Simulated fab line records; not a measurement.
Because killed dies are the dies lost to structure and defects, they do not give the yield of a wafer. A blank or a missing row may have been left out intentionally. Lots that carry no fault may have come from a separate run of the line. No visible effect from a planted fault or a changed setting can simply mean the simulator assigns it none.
Chamber matching	flow sky130	SKY_CONTACT_CMP_27 on cmp-01: 4 sister chambers
The step polishes, stops on SiO2, t overpolish 15 s, target thk 0 nm. 22 wafers are shown with their chamber, then 11 later ones without.

## WAFERS, EACH WITH ITS CHAMBER
wafer	chamber	timeToEndpointS (s)	motorCurrentA (A)	overpolishRunS (s)
L075.3	3	84	11.5	14.990
L075.4	2	77	10.2	14.981
L075.6	1	87	10.5	15.009
L077.1	1	85	11.4	14.991
L077.2	2	78	10.4	15.017
L077.3	3	84	12.0	14.998
L076.2	0	81	10.6	14.999
L076.5	2	79	10.2	15.011
L076.6	1	86	10.9	14.987
L079.1	0	81	10.8	14.994
L079.5	0	82	10.8	14.995
L079.6	1	84	11.4	14.992
L081.1	1	85	10.2	14.994
L081.4	2	76	9.7	14.999
L081.6	1	85	11.3	14.992
L082.1	2	76	9.7	14.998
L082.2	1	82	10.9	14.996
L082.6	2	74	10.8	15.004
L084.2	1	88	10.6	14.998
L084.3	0	81	11.2	14.987
L084.4	3	83	11.4	15.010
L087.1	3	84	12.1	15.009

SIGNATURES, as means of the wafers listed above
reading	chamber 0	chamber 1	chamber 2	chamber 3	scatter within a chamber
timeToEndpointS	81.25	85.25	76.67	83.75	1.5
motorCurrentA	10.850	10.900	10.167	11.750	0.398
overpolishRunS	14.99375	14.99488	15.00167	15.00175	0.00891
Rule: for each reading, subtract the chamber's mean from the wafer's reading, divide by that reading's scatter and square the result; add these up over the readings and take the root, which gives the wafer's distance from the chamber. The wafer belongs to the nearest chamber; if the next one is less than 2 further off, it can't be placed. The scatter: the root of (the sum of the squares of (reading less its chamber's mean) over the shown wafers, divided by (wafers less chambers)).

## WAFERS MISSING THEIR CHAMBER
wafer	timeToEndpointS (s)	motorCurrentA (A)	overpolishRunS (s)
L087.4	81	10.6	15.005
L087.5	83	10.4	14.992
L089.1	84	11.8	14.981
L089.5	85	11.8	15.001
L089.6	77	10.1	15.011
L092.1	82	10.7	14.994
L092.2	79	9.9	15.013
L092.6	84	9.9	14.994
L097.1	84	10.8	14.995
L097.2	84	11.8	15.003
L097.4	86	11.3	15.016

## EACH ONE'S CHAMBER
wafer	from the rows above	in truth
L087.4	can't be placed: 0 or 2 or 1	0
L087.5	can't be placed: 0 or 1 or 3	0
L089.1	can't be placed: 3 or 1 or 0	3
L089.5	can't be placed: 3 or 1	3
L089.6	2	2
L092.1	can't be placed: 0 or 1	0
L092.2	can't be placed: 2 or 0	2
L092.6	can't be placed: 1 or 0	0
L097.1	can't be placed: 1 or 0 or 3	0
L097.2	3	3
L097.4	can't be placed: 3 or 1 or 0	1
Placed correctly: 2 of 11. These rows do not allow placing 9 (true chamber among the candidates in 9). Wrongly placed: 0.
